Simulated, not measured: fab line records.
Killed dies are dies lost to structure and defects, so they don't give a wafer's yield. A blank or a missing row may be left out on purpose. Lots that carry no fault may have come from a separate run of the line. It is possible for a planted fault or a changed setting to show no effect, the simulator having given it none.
Matching of chambers / flow gf180mcu / GF_V3_CMP_26 on cmp-02: 4 sister chambers
The step polishes, stops on SiO2, t overpolish 15 s, target thk 0 nm. 15 wafers are shown with their chamber, then 7 later ones without.

== WAFERS, EACH WITH ITS CHAMBER ==
wafer=L803.1; chamber=1; motor_current_A (A)=12.2; time_to_endpoint_s (s)=86
wafer=L803.2; chamber=2; motor_current_A (A)=11.0; time_to_endpoint_s (s)=82
wafer=L803.3; chamber=0; motor_current_A (A)=12.3; time_to_endpoint_s (s)=86
wafer=L804.2; chamber=0; motor_current_A (A)=12.6; time_to_endpoint_s (s)=87
wafer=L804.4; chamber=2; motor_current_A (A)=10.4; time_to_endpoint_s (s)=80
wafer=L804.5; chamber=1; motor_current_A (A)=10.5; time_to_endpoint_s (s)=87
wafer=L806.2; chamber=3; motor_current_A (A)=10.9; time_to_endpoint_s (s)=89
wafer=L806.3; chamber=0; motor_current_A (A)=12.8; time_to_endpoint_s (s)=83
wafer=L806.6; chamber=1; motor_current_A (A)=11.9; time_to_endpoint_s (s)=90
wafer=L807.2; chamber=2; motor_current_A (A)=10.8; time_to_endpoint_s (s)=76
wafer=L807.5; chamber=3; motor_current_A (A)=10.5; time_to_endpoint_s (s)=82
wafer=L807.6; chamber=0; motor_current_A (A)=12.4; time_to_endpoint_s (s)=82
wafer=L808.2; chamber=2; motor_current_A (A)=10.5; time_to_endpoint_s (s)=74
wafer=L808.3; chamber=3; motor_current_A (A)=11.2; time_to_endpoint_s (s)=79
wafer=L808.5; chamber=2; motor_current_A (A)=10.4; time_to_endpoint_s (s)=77

SIGNATURES (averages over the wafers above)
reading=motor_current_A; chamber 0=12.525; chamber 1=11.533; chamber 2=10.620; chamber 3=10.867; scatter within a chamber=0.46
reading=time_to_endpoint_s; chamber 0=84.50; chamber 1=87.67; chamber 2=77.80; chamber 3=83.33; scatter within a chamber=3.29
Rule: distance of a wafer from a chamber = root of the sum over the readings of ((wafer's reading minus chamber's mean) / reading's scatter) squared. The wafer belongs to the nearest chamber; if the next one is less than 2 further off, it can't be placed. The scatter: the root of (the sum of the squares of (reading less its chamber's mean) over the shown wafers, divided by (wafers less chambers)).

== WAFERS WITHOUT THEIR CHAMBER ==
wafer=L809.1; motor_current_A (A)=11.0; time_to_endpoint_s (s)=82
wafer=L809.3; motor_current_A (A)=11.0; time_to_endpoint_s (s)=81
wafer=L809.5; motor_current_A (A)=11.6; time_to_endpoint_s (s)=85
wafer=L811.1; motor_current_A (A)=11.3; time_to_endpoint_s (s)=80
wafer=L813.1; motor_current_A (A)=10.9; time_to_endpoint_s (s)=88
wafer=L813.2; motor_current_A (A)=10.9; time_to_endpoint_s (s)=77
wafer=L813.6; motor_current_A (A)=11.0; time_to_endpoint_s (s)=81

== WHICH CHAMBER EACH WENT THROUGH ==
wafer=L809.1; from the rows above=can't be placed: 3 or 2 or 1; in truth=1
wafer=L809.3; from the rows above=can't be placed: 3 or 2 or 1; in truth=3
wafer=L809.5; from the rows above=can't be placed: 1 or 3 or 0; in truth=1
wafer=L811.1; from the rows above=can't be placed: 3 or 2 or 1 or 0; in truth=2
wafer=L813.1; from the rows above=can't be placed: 1 or 3 or 2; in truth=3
wafer=L813.2; from the rows above=can't be placed: 2 or 3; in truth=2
wafer=L813.6; from the rows above=can't be placed: 3 or 2 or 1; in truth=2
Correctly placed: 0 of 7. From these rows, 7 cannot be placed; in 7 the true chamber is one of the candidates. Placed wrongly: 0.
